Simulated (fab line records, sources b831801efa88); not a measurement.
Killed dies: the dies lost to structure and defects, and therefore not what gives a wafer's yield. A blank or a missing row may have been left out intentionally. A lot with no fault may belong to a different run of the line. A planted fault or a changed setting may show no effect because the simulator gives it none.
Comparing a struck lot with a sound one	flow sky130	17 steps out of a route of 708
Sound: these wafers, L770.2, L770.3, L770.4. Struck: wafer L781.2 (left out: L781.3, a lot-mate that was not struck); the cause follows at the end.
Order at every step that has rows: each side's tool, ch and its chambers, its first start. Under that, the readings that differ: sound wafers	struck wafers	difference of the means	sigmas: that difference in standard deviations of wafers without a fault.
alike: words and numbers the same on both sides, and readings whose means are apart by under 2 such deviations; not compared: readings that were withheld, readings missing a value for some wafer, numbers with overlapping values and no deviation given by the record, and bounds like >300 which may hide the same value.
The two part at a step that has a row with sigmas, a row that says differs or no value, or rows on one side only. Numbers that don't overlap but have no deviation are shown without sigmas and don't part them. A reading missing from all wafers of one side parts the sides only when that side holds two or more wafers.

first, 3 steps without rows for these wafers: SKY_METAL4_CLEAN_21 (cleans in IPA, time 180 s); SKY_METAL4_CLEAN_22 (cleans in O3/DIW); SKY_VIA4_HDPCVD_00 (deposits SiO2, target thk 1750 nm, time 291.7 s).
SKY_VIA4_THK_MEAS_01:
  struck on filmMetro-03, day 47 14:41; sound on filmMetro-03, day 44 22:26
  alike: VIA4_HDPCVD_THK
SKY_VIA4_CMP_02: polishes SiO2.
  sound on cmp-02 ch 1,2,3, day 44 22:29; struck on cmp-02 ch 1, day 47 14:47
  alike: motorCurrentA, slurryFlowMlMin
SKY_VIA4_BOW_MEAS_03:
  struck on filmMetro-04, day 47 15:04; sound on filmMetro-04, day 44 22:49
  alike: VIA4_BOW
then, 6 steps without rows for these wafers: SKY_VIA4_DEHYDRATE_04 (time 60 s); SKY_VIA4_HMDS_05 (prime time 60 s); SKY_VIA4_COAT_06 (resist thk 1140 nm); SKY_VIA4_SOFTBAKE_07 (time 60 s); SKY_VIA4_EXPOSE_08 (exposes mask VIM4, target cd 800 nm); SKY_VIA4_PEB_09.
SKY_VIA4_DEVELOP_10: develop time 60 s.
  sound on lithoTrack-04 ch 0, day 45 20:29; struck on lithoTrack-04 ch 0, day 48 08:59
SKY_VIA4_OVL_MEAS_11:
  struck on overlay-01, day 48 09:07; sound on overlay-02, day 45 20:37
  alike: VIA4_OVL
SKY_VIA4_ETCH_12: etches SiO2 in C4F8/O2/Ar, stops on TiN, target depth 580 nm.
  sound on rieDiel-02 ch 0,1,2, day 45 20:38; struck on rieDiel-03 ch 2, day 48 09:08
reading	sound	struck	difference	sigmas
model.VIA4.cdNm (nm)	800.1 797.8 798.6	769.7	-29.1	
  alike: oesProductAu, rfFwdPowerW
SKY_VIA4_STRIP_13: strips in O2/N2.
  sound on plasmaAsher-02 ch 0,1, day 45 20:43; struck on plasmaAsher-01 ch 0, day 48 09:13
reading	sound	struck	difference	sigmas
drypumpMotorCurrentA (A)	6.3 6.3 6.4	5.4	-0.9	-2
  alike: oesProductAu, stripTimeToEndpointS
  not compared: rfHoursCounterH
-- the record jumps here: 2 days lie between the struck wafers' starts before and after (it left off in module VIA4 and takes up again in module PAD_OPEN, whose first step shown is number 708 of the route) --
SKY_PAD_OPEN_PROBE_99:
  struck on prober-01, day 50 18:44; sound on prober-02, day 48 11:50
reading	sound	struck	difference	sigmas
model.etest.via4Chain.rcOhm	0.7952 0.8126 0.8044	0.8743	+0.0702	
  alike: defectLimitedYield, killed_at_M0_to_M3, killed_at_M4_up, killedAtContacts, killedAtFrontEnd, killedAtOther, killedDies, killedOpen, killedShort, sort_bin_3_pad_short, sort_bin_5_function, sort_bin_6_memory, sortNPass, sortYieldPct

WHERE THEY PART
Only at SKY_VIA4_STRIP_13, as far as this record shows. Later steps at which nothing parts them and some readings are alike: SKY_PAD_OPEN_PROBE_99.

WHY: what had been put in by the simulator
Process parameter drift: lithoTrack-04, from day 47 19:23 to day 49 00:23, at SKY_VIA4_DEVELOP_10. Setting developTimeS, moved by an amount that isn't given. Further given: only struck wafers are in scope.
